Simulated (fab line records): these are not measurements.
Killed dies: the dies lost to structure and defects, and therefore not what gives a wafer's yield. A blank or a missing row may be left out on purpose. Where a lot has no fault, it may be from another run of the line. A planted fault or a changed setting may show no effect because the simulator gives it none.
A single fault, viewed from 2 desks -- flow sky130 -- numbers are kept per desk, each desk with only its own; the story behind them comes last

== AT THE METROLOGY DESK ==
Means of the sampled wafers that have a number, per lot and without regard to the tool the lot ran on: this is what the gauges read. Marked OUT: a lot whose mean sits more than 4 standard deviations from the usual mean, which makes it out of limits; the brackets give that distance.
Columns: A = FIELD_ISO_OXIDATION_01_THK at SKY_FIELD_ISO_THK_MEAS_23, usual 9.92 nm; B = DNWELL_TW at SKY_DNWELL_TW_MEAS_09, usual 1116; C = cd-nm at SKY_POLY_GATE_CD_MEAS_13, usual 150.2 nm
lot,first seen here,A,B,C
L817,day 2 08:26,10.13,1121,151.2
L818,day 2 14:02,9.90,1115,151.2
L820,day 2 21:23,9.94,1123,150.7
L821,day 3 04:29,9.76,1114,149.1
L822,day 3 09:25,9.96,1122,148.9
L824,day 3 17:59,10.24,1122,151.4
L825,day 4 00:49,9.98,1109,151.6
L829,day 5 01:26,9.70,1115,148.7
L831,day 5 08:10,4.19 (-32) OUT,1103,150.3
L834,day 6 04:57,4.19 (-32) OUT,1121,148.9
L836,day 6 11:32,9.98,1123,149.4
L839,day 7 04:35,9.89,1120,152.8
This desk reports L831, L834 out of limits; the earliest was L831 at day 5 08:10 (FIELD_ISO_OXIDATION_01_THK at SKY_FIELD_ISO_THK_MEAS_23). L817, L818, L820, L821, L822, L824, L825, L829, L836, L839: within limits.

== AT THE TOOL OWNER'S DESK: furnace-01 ==
The tool's own readings at SKY_FIELD_ISO_OXIDATION_22 (stabilise 600 s, purge 300 s, target thk 10 nm): means of the sampled wafers that have a number, for each lot that ran on this tool. Marked OUT: a lot whose mean sits more than 4 standard deviations from the usual mean, which makes it out of limits; the brackets give that distance.
Columns: A = spike-tc-lower-C at SKY_FIELD_ISO_OXIDATION_22, usual 951.2 C; B = zone-power-upper-pct at SKY_FIELD_ISO_OXIDATION_22, usual 19.4 %
lot,first seen here,A,B
L818,day 2 12:50,951.0,16.8
L820,day 2 20:12,950.1,16.9
L821,day 3 03:19,950.9,17.1
L822,day 3 08:14,951.0,17.0
L825,day 3 23:38,951.0,16.9
L831,day 5 07:00,951.1,16.9
L834,day 6 03:46,951.7,17.0
This desk's finding: nothing out of limits on any of the 7 lots.

== TAKEN TOGETHER ==
At day 5 08:10 the metrology desk could have sounded an alarm, on L831, L834.
The desk of the tool owner found nothing out of limits.
The tool owner's desk has L831, L834 on record, within its limits.
Of the lots named, all ran SKY_FIELD_ISO_OXIDATION_22 on furnace-01.

== WHAT THE SIMULATOR HAD INSERTED ==
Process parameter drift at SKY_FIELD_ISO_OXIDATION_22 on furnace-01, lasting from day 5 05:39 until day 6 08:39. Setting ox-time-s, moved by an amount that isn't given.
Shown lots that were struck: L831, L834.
Per desk, hours elapsed from the start of the fault to the first reading out of limits: for the metrology desk, 3.
